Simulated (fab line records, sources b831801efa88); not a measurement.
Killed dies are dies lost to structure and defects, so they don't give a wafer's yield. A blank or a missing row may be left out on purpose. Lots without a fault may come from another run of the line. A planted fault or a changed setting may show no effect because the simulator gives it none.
Which tool did it? | flow sky130 | 14 lots, 42 wafers sampled, at 4 steps of a route of 708

WHAT THE GAUGES READ, wafer by wafer
SKY_VT_ADJUST_LVTN_OVL_MEAS_07.
lot  | measured     | on         | VT_ADJUST_LVTN_OVL (nm)
L571 | day 7 00:03  | overlay-02 | 2.0 2.3 2.5
L572 | day 7 06:08  | overlay-01 | -1.1 -1.3 -0.3
L573 | day 7 14:17  | overlay-01 | 3.9 0.5 1.5
L574 | day 7 23:18  | overlay-01 | 2.3 1.0 -0.3
L581 | day 9 19:18  | overlay-01 | -0.1 -1.4 1.5
L582 | day 10 03:00 | overlay-01 | 1.1 1.2 0.5
L583 | day 10 04:48 | overlay-02 | 1.2 1.4 0.0
L585 | day 10 16:03 | overlay-02 | -1.0 -1.0 -2.3
L587 | day 11 07:23 | overlay-02 | 0.7 -1.1 -0.1
L590 | day 12 09:27 | overlay-01 | -1.0 0.2 -1.6
L591 | day 12 10:15 | overlay-01 | 0.0 -0.7 0.9
L592 | day 12 18:18 | overlay-01 | -0.2 0.6 -0.8
L593 | day 12 21:06 | overlay-01 | -1.8 1.4 -1.6
L594 | day 13 03:13 | overlay-01 | 0.6 1.5 -1.2

SKY_SONOS_ONO_THK_MEAS_01.
lot  | measured     | on            | SONOS_ONO_OXIDATION_THK (nm)
L571 | day 11 13:32 | film_metro-01 | 2.64 2.56 2.59
L572 | day 11 20:32 | film_metro-03 | 2.57 2.55 2.55
L573 | day 12 05:35 | film_metro-01 | 2.58 2.63 2.53
L574 | day 12 18:56 | film_metro-02 | 2.70 2.72 2.65
L581 | day 15 00:27 | film_metro-03 | 2.53 2.57 2.57
L582 | day 15 11:11 | film_metro-02 | 2.50 2.49 2.53
L583 | day 15 15:10 | film_metro-03 | 2.59 2.51 2.58
L585 | day 16 07:56 | film_metro-02 | 2.56 2.58 2.61
L587 | day 16 21:39 | film_metro-03 | 2.61 2.61 2.59
L590 | day 18 04:34 | film_metro-03 | 2.61 2.60 2.57
L591 | day 18 04:34 | film_metro-02 | 2.69 2.70 2.68
L592 | day 18 17:20 | film_metro-01 | 2.67 2.63 2.62
L593 | day 18 20:11 | film_metro-01 | 2.67 2.70 2.77
L594 | day 18 23:19 | film_metro-02 | 2.70 2.71 2.72

SKY_POLY_GATE_THK_MEAS_01.
lot  | measured     | on            | POLY_GATE_CVD_00_THK (nm)
L571 | day 14 01:10 | film_metro-01 | 180.7 182.9 180.8
L572 | day 14 08:24 | film_metro-04 | 180.1 180.0 179.9
L573 | day 14 18:33 | film_metro-01 | 179.5 179.8 178.3
L574 | day 15 11:03 | film_metro-01 | 178.3 179.7 178.6
L581 | day 17 23:41 | film_metro-03 | 179.4 179.2 181.9
L582 | day 18 07:44 | film_metro-01 | 179.3 178.9 179.1
L583 | day 18 12:51 | film_metro-03 | 179.8 180.0 181.0
L585 | day 19 12:51 | film_metro-01 | 181.3 181.0 181.4
L587 | day 19 20:34 | film_metro-03 | 180.0 179.7 181.0
L590 | day 21 02:59 | film_metro-03 | 179.4 177.9 177.5
L591 | day 21 03:00 | film_metro-04 | 180.0 180.4 180.4
L592 | day 21 17:26 | film_metro-03 | 180.6 179.4 180.6
L593 | day 21 18:58 | film_metro-03 | 180.9 181.0 182.7
L594 | day 21 20:30 | film_metro-03 | 177.8 179.5 180.2

WHICH TOOL RAN EACH LOT (tool, then ch and the chambers of the sampled wafers, then the start)
lot  | SKY_VT_ADJUST_NCORE_SOFTBAKE_03
L571 | litho_track-01 ch 0, day 8 06:42
L572 | litho_track-01 ch 0, day 8 13:25
L573 | litho_track-04 ch 0, day 8 21:30
L574 | litho_track-04 ch 0, day 9 06:42
L581 | litho_track-04 ch 0, day 11 05:17
L582 | litho_track-02 ch 0, day 11 14:53
L583 | litho_track-02 ch 0, day 11 16:44
L585 | litho_track-01 ch 0, day 12 04:34
L587 | litho_track-04 ch 0, day 12 20:08
L590 | litho_track-04 ch 0, day 13 22:59
L591 | litho_track-01 ch 0, day 14 00:04
L592 | litho_track-01 ch 0, day 14 09:33
L593 | litho_track-04 ch 0, day 14 12:08
L594 | litho_track-02 ch 0, day 14 17:58
- SKY_VT_ADJUST_NCORE_SOFTBAKE_03: time 60 s.

WHAT THE TOOLS THEMSELVES READ (means of the sampled wafers that have a number; where no wafer has one, the mark that the record gives instead)
SKY_VT_ADJUST_NCORE_SOFTBAKE_03.
lot  | tool           | heater_power_total_W (W) | plate_temp_C (C)
L571 | litho_track-01 | 56.58                    | 89.96
L572 | litho_track-01 | 56.61                    | 90.01
L573 | litho_track-04 | 56.55                    | 90.03
L574 | litho_track-04 | 56.57                    | 90.02
L581 | litho_track-04 | 56.55                    | 90.04
L582 | litho_track-02 | 55.37                    | 88.72
L583 | litho_track-02 | 55.41                    | 88.72
L585 | litho_track-01 | 56.58                    | 90.01
L587 | litho_track-04 | 56.59                    | 90.01
L590 | litho_track-04 | 56.59                    | 90.04
L591 | litho_track-01 | 56.62                    | 90.20
L592 | litho_track-01 | 56.59                    | 89.83
L593 | litho_track-04 | 56.61                    | 89.79
L594 | litho_track-02 | 56.58                    | 90.03

THE ANSWER, worked out from the rows above alone
Rule: what is usual is taken from the lots themselves. Put in order of their means at a reading, lots are off if they are a third of the lots or fewer, leave a main group of 4 or more, and stand apart from it by a gap of 3 or more times the standard deviation of the main group's means; of several such gaps the widest counts. A main group whose means are all the same, to the digits that the tables above print for the reading, isn't used. A lot without any number at a reading at which 4 lots or more have one is off too. The other lots that the step has rows for count as sound. The gauges are gone through in route order, then the tools' own readings, and for those a lot's mean is taken as printed above. The first step at which some lot is off is used, and at that step the reading that is off furthest; a lot without a number counts as furthest.
Off: L582, L583, at SKY_VT_ADJUST_NCORE_SOFTBAKE_03 (heater_power_total_W). The main group: mean 56.59 W, standard deviation 0.021.
A tool fits if, at that step or a process step before it, it ran every lot that is off, and no sound lot after the first of them. None of those tried fits.

WHAT THE SIMULATOR HAD PUT IN
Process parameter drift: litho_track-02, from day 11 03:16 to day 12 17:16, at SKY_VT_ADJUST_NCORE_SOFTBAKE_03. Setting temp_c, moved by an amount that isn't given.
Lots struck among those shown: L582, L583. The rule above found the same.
